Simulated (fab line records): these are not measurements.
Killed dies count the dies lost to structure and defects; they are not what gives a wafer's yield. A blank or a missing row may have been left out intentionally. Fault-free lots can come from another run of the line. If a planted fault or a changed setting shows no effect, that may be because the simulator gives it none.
fab line records | flow sky130
record: lots: 12 wafers: 36 last-day: 50
route steps=708 shown METAL2@483 VIA2@509 PAD_OPEN@708
lots with no fault: from the same line, run without faults
start-h: the number of hours between the record's first day and the start of the first shown wafer of the lot | wait-h: hours elapsed since this lot's preceding step | " same as the row above | L1.1+2: a row that stands for several wafers | - no value, or no start given | * or withheld: withheld | < > ~ a bound
route shown NAME@n: names a module that has steps shown in the file, with the first one's number in the route | usual: mean and standard deviation over wafers with no fault | same: alike in all rows | chamber/n: place in a boat | sites: the reading at each site | _std_site: how widely they spread, as a standard deviation | _edge_site: inner sites' mean taken away from outer sites' mean | radius-mm: for every site, how far away it sits from the centre of the wafer | mask NAME#n: copy n | behind: the tool/chamber that last shaped the wafer | hold: what put the lot on hold/how long, in hours/how the hold closed | device: whichever transistor did not switch (one of n, p or np) | end of line: tests run on the same wafers once the route is complete | for a step that has no rows: nothing shown but its recipe | killed: dies lost to structure and defects at the first sort, not the wafer's yield | map: a wafer's dies, marking killed ones x, the rest . and places with no die _
set.NAME: setting as actually run; set.NAME@STEP: the setting as run at that earlier step | model.NAME: the simulator's own value behind a step, which no gauge read
steps of the route over a sample of lots; a table a step, a row a wafer
services: the hour from which a tool's chamber was out of use, counted from the record's first day as start-h (under 0 if before that day), plus the number of hours and why
== steps ==
step: SKY_METAL2_SPUTTER_00
recipe: material: Ti target-thk-nm: 15 power-w: 3000 time-s: 10 chamber-pressure-pa: 0.4
usual: throttle-valve-pct: 30.1/1.2
columns lot.wafer tool chamber start-h wait-h throttle-valve-pct
L877.1 pvd-sputter-04 - 790.14 0.1 28.8
L877.3 " - " " 29.4
L877.4 " - " " 30.3
L878.4 pvd-sputter-02 - 791.71 0.2 28.5
L878.5 " - " " 29.9
L878.6 " - " " 28.6
L879.3 pvd-sputter-04 - 812.61 0.2 29.5
L879.5 " - " " 29.2
L879.6 " - " " 29.7
L883.1 pvd-sputter-01 - 842.06 0.2 28.7
L883.3 " - " " 30.1
L883.4 " - " " 31.4
L884.1 pvd-sputter-02 - 847.46 0.1 30.0
L884.3 " - " " 31.3
L884.4 " - " " 28.4
L885.3 pvd-sputter-01 - 860.46 0.1 28.8
L885.5 " - " " 32.4
L885.6 " - " " 28.7
L886.2 pvd-sputter-01 - 873.31 0.2 32.6
L886.3 " - " " 30.4
L886.4 " - " " 28.7
L893.2 pvd-sputter-01 - 918.62 0.1 32.6
L893.3 " - " " 31.3
L893.6 " - " " 31.4
L894.1 pvd-sputter-02 - 925.94 0.1 29.8
L894.4 " - " " 31.5
L894.5 " - " " 30.0
L895.3 pvd-sputter-01 - 930.27 0.1 32.7
L895.4 " - " " 30.1
L895.5 " - " " 32.4
L898.1 pvd-sputter-02 - 941.92 0.2 30.0
L898.3 " - " " 31.4
L898.4 " - " " 28.9
L899.1 pvd-sputter-04 - 954.56 0.1 30.2
L899.2 " - " " 29.5
L899.5 " - " " 29.8
step: SKY_METAL2_METAL_ETCH_19
recipe: target-depth-a: 3600 stop-on: SiO2 over-etch-frac: 0.3 time-s: 78 chemistry: Cl2/BCl3 resist-sidewall-deg: 88 pressure-mtorr: 10 icp-w: 900 bias-w: 48.5 Cl2_flow_sccm: 60 bcl3-flow-sccm: 30
usual: drypump-motor-current-A: 6.2/0.36 oes-product-au: 0.856/0.0059 throttle-valve-pct: 22.264/0.0085
columns lot.wafer tool chamber start-h wait-h drypump-motor-current-A oes-product-au rf-hours-counter-h throttle-valve-pct
L877.1 rie-metal-04 1 817.05 0.0 6.0 0.856 2 22.264
L877.3 " 1 " " 6.0 0.863 - 22.254
L877.4 " 0 " " 6.6 0.855 - 22.262
L878.4 rie-metal-02 1 819.20 0.1 6.5 0.856 - 22.274
L878.5 " 1 " " 6.6 0.858 - 22.268
L878.6 " 1 " " 6.6 0.862 - 22.261
L879.3 rie-metal-04 1 838.69 0.1 6.0 0.872 - 22.271
L879.5 " 1 " " 6.0 0.862 - 22.266
L879.6 " 0 " " 6.6 0.868 - 22.275
L883.1 rie-metal-01 1 869.15 0.0 6.0 0.851 1 22.265
L883.3 " 0 " " 6.1 0.854 - 22.266
L883.4 " 1 " " 6.0 0.859 - 22.265
L884.1 rie-metal-01 0 874.41 0.0 6.1 0.846 4 22.270
L884.3 " 1 " " 6.0 0.857 - 22.264
L884.4 " 0 " " 6.1 0.855 - 22.267
L885.3 rie-metal-01 0 886.51 0.1 6.1 0.852 - 22.268
L885.5 " 0 " " 6.1 0.856 - 22.258
L885.6 " 1 " " 6.0 0.849 - 22.260
L886.2 rie-metal-04 1 899.65 0.0 6.0 0.852 5 22.269
L886.3 " 1 " " 6.0 0.852 - 22.277
L886.4 " 0 " " 6.6 0.862 - 22.270
L893.2 rie-metal-04 0 943.83 0.0 6.6 0.841 14 22.267
L893.3 " 0 " " 6.6 0.851 - 22.275
L893.6 " 0 " " 6.6 0.850 - 22.254
L894.1 rie-metal-01 1 951.20 0.0 6.0 0.847 4 22.266
L894.4 " 0 " " 6.1 0.863 - 22.255
L894.5 " 0 " " 6.1 0.854 - 22.267
L895.3 rie-metal-04 1 955.41 0.1 6.0 0.857 - 22.266
L895.4 " 0 " " 6.6 0.861 - 22.269
L895.5 " 1 " " 6.0 0.852 - 22.268
L898.1 rie-metal-04 1 966.05 0.0 6.0 0.870 8 22.258
L898.3 " 1 " " 6.0 0.861 - 22.244
L898.4 " 0 " " 6.6 0.862 - 22.259
L899.1 rie-metal-01 1 979.07 0.0 6.0 0.865 6 22.269
L899.2 " 0 " " 6.1 0.860 8 22.267
L899.5 " 0 " " 6.1 0.850 - 22.270
step: SKY_VIA2_CMP_02
recipe: material: SiO2 down-force-psi: 4 platen-rpm: 60 pad-velocity-m-s: 0.94248
usual: motor-current-A: 12.8/1.6
columns lot.wafer tool chamber start-h wait-h motor-current-A
L877.1 cmp-02 3 818.49 0.6 12.4
L877.4 " 1 " " 12.1
L877.3 " 2 " " 10.7
L878.4 cmp-02 3 820.25 0.2 12.6
L878.5 " 0 " " 15.4
L878.6 " 1 " " 12.2
L879.3 cmp-01 3 839.57 0.0 11.3
L879.6 " 3 " " 11.1
L879.5 " 0 " " 14.7
L883.4 cmp-01 0 870.03 0.0 14.5
L883.3 " 1 " " 12.0
L883.1 " 3 " " 11.9
L884.1 cmp-01 2 875.28 0.1 12.3
L884.3 " 3 " " 10.7
L884.4 " 1 " " 11.7
L885.3 cmp-01 1 887.50 0.2 12.8
L885.5 " 2 " " 12.4
L885.6 " 3 " " 11.3
L886.4 cmp-02 3 900.56 0.0 11.7
L886.3 " 0 " " 15.1
L886.2 " 2 " " 10.5
L893.2 cmp-01 2 944.70 0.0 12.8
L893.3 " 3 " " 11.6
L893.6 " 2 " " 12.7
L894.4 cmp-01 2 952.18 0.1 12.3
L894.1 " 3 " " 11.3
L894.5 " 0 " " 16.1
L895.3 cmp-01 0 956.42 0.2 14.4
L895.4 " 3 " " 11.3
L895.5 " 1 " " 12.5
L898.4 cmp-02 3 966.92 0.0 12.2
L898.1 " 0 " " 14.5
L898.3 " 1 " " 13.1
L899.1 cmp-01 3 980.04 0.1 11.3
L899.2 " 0 " " 15.3
L899.5 " 1 " " 11.6
step: SKY_VIA2_OVL_MEAS_13
usual: VIA2_OVL: 1/5.7
columns lot.wafer tool chamber start-h wait-h VIA2_OVL[nm]
L877.1 overlay-01 - 845.05 0.1 -2
L877.3 " - " " 0
L877.4 " - " " 2
L878.4 overlay-02 - 846.59 0.1 1
L878.5 " - " " 5
L878.6 " - " " 0
L879.3 overlay-02 - 866.52 0.1 -1
L879.5 " - " " 9
L879.6 " - " " 0
L883.1 overlay-02 - 895.77 0.1 2
L883.3 " - " " 5
L883.4 " - " " 9
L884.1 overlay-02 - 901.52 0.1 11
L884.3 " - " " 7
L884.4 " - " " 6
L885.3 overlay-01 - 912.87 0.1 2
L885.5 " - " " 0
L885.6 " - " " 0
L886.2 overlay-01 - 925.68 0.1 6
L886.3 " - " " 0
L886.4 " - " " 6
L893.2 overlay-01 - 969.56 0.1 -4
L893.3 " - " " 6
L893.6 " - " " 1
L894.1 overlay-02 - 976.00 0.1 0
L894.4 " - " " 4
L894.5 " - " " -4
L895.3 overlay-01 - 981.12 0.1 0
L895.4 " - " " -7
L895.5 " - " " 0
L898.1 overlay-01 - 990.82 0.1 3
L898.3 " - " " -1
L898.4 " - " " 2
L899.1 overlay-02 - 1003.62 0.1 -9
L899.2 " - " " -10
L899.5 " - " " -4
step: SKY_VIA2_ETCH_15
recipe: target: SiO2 chemistry: C4F8/O2/Ar target-depth-nm: 546 stop-on: TiN mask-material: KrF-thick source-w: 1500 bias-w: 1200 pressure-mtorr: 40 c4f8-flow-sccm: withheld O2_flow_sccm: 6 Ar_flow_sccm: 300 time-s: 84
usual: oes-product-au: 0.940/0.0046
columns lot.wafer tool chamber start-h wait-h oes-product-au rf-hours-counter-h
L877.1 rie-diel-03 3 845.13 0.0 0.932 22
L877.3 " 2 " " 0.935 7
L877.4 " 1 " " 0.933 6
L878.4 rie-diel-04 2 846.68 0.0 0.940 -
L878.5 " 0 " " 0.943 -
L878.6 " 3 " " 0.939 -
L879.3 rie-diel-04 3 866.58 0.0 0.946 2
L879.5 " 0 " " 0.942 -
L879.6 " 3 " " 0.944 -
L883.1 rie-diel-01 0 895.85 0.0 1.010 2
L883.3 " 3 " " 1.001 9
L883.4 " 1 " " 0.933 10
L884.1 rie-diel-03 0 901.60 0.0 0.993 16
L884.3 " 2 " " 0.999 9
L884.4 " 1 " " 0.942 8
L885.3 rie-diel-04 2 912.93 0.0 1.003 14
L885.5 " 2 " " 0.930 -
L885.6 " 3 " " 0.940 -
L886.2 rie-diel-01 3 925.75 0.0 0.939 10
L886.3 " 2 " " 0.937 11
L886.4 " 1 " " 0.935 10
L893.2 rie-diel-03 2 969.63 0.0 0.944 11
L893.3 " 0 " " 0.951 18
L893.6 " 1 " " 0.942 -
L894.1 rie-diel-01 1 976.08 0.0 0.937 12
L894.4 " 2 " " 0.946 12
L894.5 " 3 " " 0.934 -
L895.3 rie-diel-01 0 981.18 0.0 0.939 4
L895.4 " 2 " " 0.939 12
L895.5 " 2 " " 0.943 -
L898.1 rie-diel-01 0 990.90 0.0 0.942 4
L898.3 " 3 " " 0.939 12
L898.4 " 3 " " 0.931 -
L899.1 rie-diel-01 1 1003.70 0.0 0.934 13
L899.2 " 2 " " 0.944 13
L899.5 " 2 " " 0.943 -
step: SKY_PAD_OPEN_PROBE_99
usual: defect-limited-yield: 82.4/1.7 killed_at_M0_to_M3: 43/6.4 killed_at_M4_up: 3.5/1.8 killed-at-contacts: 25/5.7 killed-at-front-end: 15/3.9 killed-at-other: 0.3/0.67 killed-dies: 87/8.6 killed-on-rim: 17/3.9 killed-open: 47/6.7 killed-short: 39/5.9
same: gross-dies: 492 killed-at-back-side: 0
columns lot.wafer tool chamber start-h wait-h defect-limited-yield[%] killed_at_M0_to_M3 killed_at_M4_up killed-at-contacts killed-at-front-end killed-at-other killed-dies killed-on-rim killed-open killed-short
L877.1 prober-02 - 1073.03 0.1 86.6 37 2 17 10 0 66 10 40 26
L877.3 prober-02 - 1073.13 0.2 83.1 35 5 27 14 2 83 16 45 38
L877.4 prober-02 - 1073.18 0.2 81.3 44 5 22 21 0 92 16 50 42
L878.4 prober-01 - 1074.68 0.2 82.5 46 4 20 15 1 86 18 44 42
L878.5 prober-01 - 1074.73 0.2 81.5 52 2 26 11 0 91 24 57 34
L878.6 prober-01 - 1074.78 0.2 81.9 32 6 32 19 0 89 17 44 44
L879.3 prober-01 - 1088.53 0.2 82.7 41 3 32 9 0 85 19 44 41
L879.5 prober-01 - 1088.63 0.2 82.1 38 3 29 18 0 88 11 46 41
L879.6 prober-01 - 1088.68 0.2 84.1 34 4 28 12 0 78 15 43 34
L883.1 prober-02 - 1113.21 0.1 83.5 45 3 15 18 0 81 15 43 38
L883.3 prober-02 - 1113.31 0.2 83.9 38 4 23 14 0 79 16 49 30
L883.4 prober-02 - 1113.36 0.2 82.9 45 3 20 16 0 84 19 42 42
L884.1 prober-01 - 1116.71 0.1 87.0 29 1 23 11 0 64 22 32 32
L884.3 prober-01 - 1116.81 0.2 80.5 50 2 29 15 0 96 14 55 41
L884.4 prober-01 - 1116.86 0.2 84.6 42 2 22 10 0 76 15 41 35
L885.3 prober-02 - 1125.52 0.2 80.1 43 1 34 20 0 98 23 66 31
L885.5 prober-02 - 1125.62 0.2 80.7 43 6 25 21 0 95 18 50 44
L885.6 prober-02 - 1125.67 0.2 83.5 37 5 23 15 1 81 22 48 32
L886.2 prober-01 - 1137.51 0.1 82.3 41 1 23 22 0 87 16 50 37
L886.3 prober-01 - 1137.56 0.2 81.5 40 3 28 19 1 91 14 45 46
L886.4 prober-01 - 1137.61 0.2 81.3 48 1 19 24 0 92 13 51 41
L893.2 prober-02 - 1170.65 0.1 81.9 46 2 20 21 0 89 16 42 47
L893.3 prober-02 - 1170.70 0.2 82.1 46 2 20 20 0 88 20 47 41
L893.6 prober-02 - 1170.85 0.2 79.5 40 4 27 30 0 101 12 60 41
L894.1 prober-01 - 1173.26 0.1 84.8 30 3 33 9 0 75 16 35 40
L894.4 prober-01 - 1173.41 0.2 83.1 37 7 26 11 2 83 16 42 40
L894.5 prober-01 - 1173.46 0.2 81.1 41 1 26 25 0 93 23 54 39
L895.3 prober-02 - 1178.12 0.2 81.3 43 2 32 15 0 92 16 50 41
L895.4 prober-02 - 1178.17 0.2 82.5 46 5 16 18 1 86 22 45 40
L895.5 prober-02 - 1178.22 0.2 85.8 36 5 16 13 0 70 13 44 26
L898.1 prober-01 - 1184.56 0.1 85.2 37 1 22 13 0 73 18 40 33
L898.3 prober-01 - 1184.66 0.2 81.1 41 1 36 15 0 93 15 54 39
L898.4 prober-01 - 1184.71 0.2 80.7 48 2 27 17 1 95 22 52 43
L899.1 prober-02 - 1192.49 0.1 78.7 45 4 38 17 1 105 21 49 55
L899.2 prober-02 - 1192.54 0.1 79.7 50 2 31 15 2 100 17 53 46
L899.5 prober-02 - 1192.69 0.2 80.7 52 0 29 13 1 95 24 53 41
killed by level:class
L877.1 VIA3:geometric-particle:open=10 CONTACT:geometric-particle:open=6 VIA2:geometric-particle:open=6 POLY_GATE:geometric-particle:open=5 VIA1:geometric-particle:open=5 METAL1:geometric-particle:short=4 LI_CONTACT:geometric-particle:open=4 VIA2:geometric-particle:short=3
L877.3 LI_CONTACT:geometric-particle:open=9 CONTACT:geometric-particle:open=7 CONTACT:geometric-particle:short=7 VIA1:geometric-particle:open=6 VIA3:geometric-particle:open=6 METAL4:geometric-particle:short=5 POLY_GATE:geometric-particle:open=4 METAL2:geometric-particle:short=4
L877.4 VIA3:geometric-particle:open=10 VIA1:geometric-particle:open=8 LI_CONTACT:geometric-particle:open=8 FIELD_ISO:geometric-particle:open=7 SPACER:geometric-particle:short=6 CONTACT:geometric-particle:open=6 LOCAL_INTERCONNECT:geometric-particle:short=4 METAL4:geometric-particle:short=4
L878.4 CONTACT:geometric-particle:open=11 VIA1:geometric-particle:open=10 METAL2:geometric-particle:short=6 FIELD_ISO:geometric-particle:open=5 VIA1:geometric-particle:short=5 METAL1:geometric-particle:short=5 VIA2:geometric-particle:open=5 VIA3:geometric-particle:short=4
L878.5 VIA2:geometric-particle:open=11 LI_CONTACT:geometric-particle:open=10 VIA3:geometric-particle:open=8 CONTACT:geometric-particle:open=8 METAL2:geometric-particle:short=8 VIA1:geometric-particle:open=7 VIA2:geometric-particle:short=5 FIELD_ISO:geometric-particle:short=4
L878.6 LI_CONTACT:geometric-particle:open=12 METAL1:geometric-particle:short=8 LOCAL_INTERCONNECT:geometric-particle:short=7 FIELD_ISO:geometric-particle:open=6 VIA1:geometric-particle:open=6 CONTACT:geometric-particle:open=6 METAL2:geometric-particle:short=5 FIELD_ISO:geometric-particle:short=4
L879.3 LI_CONTACT:geometric-particle:open=8 VIA1:geometric-particle:open=8 CONTACT:geometric-particle:open=7 VIA1:geometric-particle:short=7 LI_CONTACT:geometric-particle:short=6 VIA3:geometric-particle:open=6 CONTACT:geometric-particle:short=5 METAL2:geometric-particle:short=5
L879.5 CONTACT:geometric-particle:open=9 LOCAL_INTERCONNECT:geometric-particle:short=7 VIA1:geometric-particle:open=7 VIA3:geometric-particle:open=7 FIELD_ISO:geometric-particle:short=6 FIELD_ISO:geometric-particle:open=5 METAL2:geometric-particle:short=5 VIA2:geometric-particle:open=5
L879.6 CONTACT:geometric-particle:open=13 VIA1:geometric-particle:open=8 LOCAL_INTERCONNECT:geometric-particle:short=5 METAL2:geometric-particle:short=5 METAL2:geometric-particle:open=5 VIA2:geometric-particle:open=5 LI_CONTACT:geometric-particle:open=4 CONTACT:geometric-particle:short=4
L883.1 VIA1:geometric-particle:open=11 VIA3:geometric-particle:open=9 METAL1:geometric-particle:short=8 CONTACT:geometric-particle:open=7 FIELD_ISO:geometric-particle:short=6 METAL2:geometric-particle:short=6 POLY_GATE:geometric-particle:short=4 FIELD_ISO:geometric-particle:open=3
L883.3 VIA1:geometric-particle:open=11 LI_CONTACT:geometric-particle:open=8 CONTACT:geometric-particle:open=8 VIA3:geometric-particle:open=6 METAL1:geometric-particle:short=6 FIELD_ISO:geometric-particle:open=4 VIA2:geometric-particle:short=4 METAL4:geometric-particle:short=4
L883.4 VIA1:geometric-particle:open=8 METAL2:geometric-particle:short=8 CONTACT:geometric-particle:open=7 VIA3:geometric-particle:open=6 VIA1:geometric-particle:short=6 LI_CONTACT:geometric-particle:open=4 LI_CONTACT:geometric-particle:short=4 METAL1:geometric-particle:short=4
L884.1 CONTACT:geometric-particle:open=9 VIA1:geometric-particle:short=6 VIA1:geometric-particle:open=6 LI_CONTACT:geometric-particle:open=5 POLY_GATE:geometric-particle:short=4 LOCAL_INTERCONNECT:geometric-particle:short=4 POLY_GATE:geometric-particle:open=3 LI_CONTACT:geometric-particle:short=3
L884.3 CONTACT:geometric-particle:open=14 VIA1:geometric-particle:open=13 VIA1:geometric-particle:short=7 METAL1:geometric-particle:short=6 LOCAL_INTERCONNECT:geometric-particle:short=5 POLY_GATE:geometric-particle:open=4 VIA2:geometric-particle:short=4 VIA2:geometric-particle:open=4
L884.4 VIA1:geometric-particle:open=10 CONTACT:geometric-particle:open=10 METAL1:geometric-particle:short=9 LI_CONTACT:geometric-particle:open=6 METAL2:geometric-particle:short=6 VIA1:geometric-particle:short=6 POLY_GATE:geometric-particle:short=4 VIA2:geometric-particle:open=4
L885.3 CONTACT:geometric-particle:open=18 VIA1:geometric-particle:open=11 VIA3:geometric-particle:open=9 VIA2:geometric-particle:open=7 POLY_GATE:geometric-particle:open=6 LOCAL_INTERCONNECT:geometric-particle:short=6 VIA1:geometric-particle:short=5 FIELD_ISO:geometric-particle:short=4
L885.5 CONTACT:geometric-particle:open=12 POLY_GATE:geometric-particle:open=9 VIA1:geometric-particle:open=9 METAL2:geometric-particle:short=8 METAL1:geometric-particle:short=7 METAL4:geometric-particle:short=6 METAL1:geometric-particle:open=5 VIA1:geometric-particle:short=5
L885.6 CONTACT:geometric-particle:open=11 VIA1:geometric-particle:open=11 FIELD_ISO:geometric-particle:open=7 METAL1:geometric-particle:short=7 METAL4:geometric-particle:short=5 METAL3:geometric-particle:short=5 VIA3:geometric-particle:open=5 LI_CONTACT:geometric-particle:open=4
L886.2 VIA1:geometric-particle:open=11 CONTACT:geometric-particle:open=10 POLY_GATE:geometric-particle:short=7 VIA3:geometric-particle:open=7 CONTACT:geometric-particle:short=6 FIELD_ISO:geometric-particle:open=5 FIELD_ISO:geometric-particle:short=5 LI_CONTACT:geometric-particle:open=5
L886.3 CONTACT:geometric-particle:open=11 LI_CONTACT:geometric-particle:open=7 METAL2:geometric-particle:short=7 VIA3:geometric-particle:open=7 METAL1:geometric-particle:short=6 FIELD_ISO:geometric-particle:short=5 FIELD_ISO:geometric-particle:open=5 VIA1:geometric-particle:open=5
L886.4 VIA1:geometric-particle:open=15 CONTACT:geometric-particle:open=7 METAL2:geometric-particle:short=6 FIELD_ISO:geometric-particle:short=5 METAL1:geometric-particle:short=5 VIA3:geometric-particle:open=5 FIELD_ISO:geometric-particle:open=4 POLY_GATE:geometric-particle:open=4
L893.2 METAL2:geometric-particle:short=10 METAL1:geometric-particle:short=8 VIA3:geometric-particle:open=8 LI_CONTACT:geometric-particle:open=7 FIELD_ISO:geometric-particle:short=6 VIA2:geometric-particle:open=6 POLY_GATE:geometric-particle:open=5 CONTACT:geometric-particle:open=5
L893.3 VIA3:geometric-particle:open=9 FIELD_ISO:geometric-particle:open=8 CONTACT:geometric-particle:open=7 VIA3:geometric-particle:short=7 VIA2:geometric-particle:open=6 LI_CONTACT:geometric-particle:open=5 METAL1:geometric-particle:short=5 VIA1:geometric-particle:open=5
L893.6 LI_CONTACT:geometric-particle:open=10 VIA1:geometric-particle:open=10 FIELD_ISO:geometric-particle:short=7 CONTACT:geometric-particle:open=7 FIELD_ISO:geometric-particle:open=6 POLY_GATE:geometric-particle:open=6 METAL1:geometric-particle:short=6 VIA3:geometric-particle:open=6
L894.1 CONTACT:geometric-particle:open=10 LI_CONTACT:geometric-particle:open=7 CONTACT:geometric-particle:short=7 METAL2:geometric-particle:short=6 VIA3:geometric-particle:open=5 FIELD_ISO:geometric-particle:short=4 LOCAL_INTERCONNECT:geometric-particle:open=4 LOCAL_INTERCONNECT:geometric-particle:short=4
L894.4 CONTACT:geometric-particle:open=8 VIA2:geometric-particle:open=7 VIA1:geometric-particle:open=7 METAL1:geometric-particle:short=7 LOCAL_INTERCONNECT:geometric-particle:short=6 CONTACT:geometric-particle:short=6 METAL4:geometric-particle:short=5 VIA3:geometric-particle:open=4
L894.5 CONTACT:geometric-particle:open=12 METAL1:geometric-particle:short=8 VIA1:geometric-particle:open=7 FIELD_ISO:geometric-particle:short=6 VIA2:geometric-particle:open=6 POLY_GATE:geometric-particle:open=5 LI_CONTACT:geometric-particle:open=5 METAL3:geometric-particle:short=5
L895.3 VIA1:geometric-particle:open=11 LI_CONTACT:geometric-particle:open=10 CONTACT:geometric-particle:open=10 METAL2:geometric-particle:short=8 FIELD_ISO:geometric-particle:short=6 CONTACT:geometric-particle:short=6 LOCAL_INTERCONNECT:geometric-particle:short=4 POLY_GATE:geometric-particle:open=3
L895.4 VIA1:geometric-particle:open=15 POLY_GATE:geometric-particle:open=7 METAL1:geometric-particle:short=6 VIA1:geometric-particle:short=6 FIELD_ISO:geometric-particle:short=5 METAL2:geometric-particle:short=5 CONTACT:geometric-particle:open=5 VIA2:geometric-particle:open=4
L895.5 VIA1:geometric-particle:open=11 LI_CONTACT:geometric-particle:open=6 CONTACT:geometric-particle:open=6 VIA3:geometric-particle:open=6 FIELD_ISO:geometric-particle:short=4 VIA1:geometric-particle:short=4 VIA2:geometric-particle:open=4 METAL4:geometric-particle:short=4
L898.1 VIA1:geometric-particle:open=8 VIA3:geometric-particle:open=8 CONTACT:geometric-particle:open=7 VIA2:geometric-particle:open=6 CONTACT:geometric-particle:short=6 LOCAL_INTERCONNECT:geometric-particle:short=5 LI_CONTACT:geometric-particle:open=4 VIA3:geometric-particle:short=4
L898.3 CONTACT:geometric-particle:open=17 LI_CONTACT:geometric-particle:open=7 VIA2:geometric-particle:open=7 LOCAL_INTERCONNECT:geometric-particle:short=6 VIA1:geometric-particle:open=6 METAL2:geometric-particle:short=6 FIELD_ISO:geometric-particle:open=5 VIA3:geometric-particle:short=5
L898.4 LI_CONTACT:geometric-particle:open=13 VIA1:geometric-particle:open=8 VIA3:geometric-particle:open=8 FIELD_ISO:geometric-particle:short=7 VIA2:geometric-particle:open=7 LOCAL_INTERCONNECT:geometric-particle:short=6 METAL2:geometric-particle:short=5 FIELD_ISO:geometric-particle:open=4
L899.1 CONTACT:geometric-particle:open=12 LI_CONTACT:geometric-particle:open=10 VIA1:geometric-particle:open=10 LOCAL_INTERCONNECT:geometric-particle:short=6 VIA1:geometric-particle:short=6 FIELD_ISO:geometric-particle:short=5 LI_CONTACT:geometric-particle:short=5 CONTACT:geometric-particle:short=5
L899.2 VIA3:geometric-particle:open=11 CONTACT:geometric-particle:open=10 LOCAL_INTERCONNECT:geometric-particle:short=8 METAL1:geometric-particle:short=7 FIELD_ISO:geometric-particle:open=6 VIA2:geometric-particle:short=6 CONTACT:geometric-particle:short=5 LI_CONTACT:geometric-particle:open=5
L899.5 CONTACT:geometric-particle:open=13 VIA1:geometric-particle:open=11 VIA2:geometric-particle:short=10 VIA2:geometric-particle:open=9 FIELD_ISO:geometric-particle:open=6 LI_CONTACT:geometric-particle:open=6 LOCAL_INTERCONNECT:geometric-particle:short=6 VIA3:geometric-particle:short=5
== services ==
columns tool chamber start-h hours kind
rie-diel-04 3 771.26 9.9 repair
rie-metal-04 1 777.11 13.6 repair
rie-metal-01 - 788.56 2.8 pm
rie-diel-01 2 788.99 5.4 repair
cmp-02 - 791.90 0.3 repair
pvd-sputter-04 - 800.11 2.0 repair
cmp-01 - 814.60 5.6 pm
cmp-01 - 820.24 10.1 pm
rie-diel-04 1 845.07 3.5 repair
rie-diel-01 2 849.38 7.2 repair
cmp-02 - 853.30 2.8 repair
rie-metal-04 - 886.05 0.5 repair
cmp-01 - 889.77 0.7 repair
cmp-02 - 913.61 4.0 pm
pvd-sputter-02 - 914.11 4.6 repair
cmp-02 - 918.68 20.2 repair
rie-diel-03 0 920.66 7.9 repair
cmp-02 - 928.05 4.3 repair
cmp-02 - 952.83 0.2 repair
cmp-02 - 975.12 0.9 repair
rie-metal-04 - 982.14 1.2 repair
rie-diel-01 2 988.82 9.7 repair
cmp-02 - 994.59 3.7 pm
rie-diel-01 - 998.96 2.8 pm
== key ==
first-sign: step: SKY_VIA2_ETCH_15 reading: oes-product-au direction: up sigmas: 13 usual: 0.940 struck: 1.001
effect none on later readings
met-at SKY_VIA2_CMP_02
struck-lots L883,L884,L885
struck-wafers L883.1,L883.3,L884.1,L884.3,L885.3
not-acting-at SKY_METAL2_SPUTTER_00,SKY_METAL2_METAL_ETCH_19,SKY_VIA2_OVL_MEAS_13
onset-between 839.57 870.03
fault: kind: process-parameter-drift tool: cmp-01 chamber: - onset-h: 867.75 steps: SKY_VIA2_CMP_02 channel: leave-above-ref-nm offset: 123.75 shape: step end-h: 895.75 scope: struck-wafers-only acts-in: these-recipes-only stated: 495
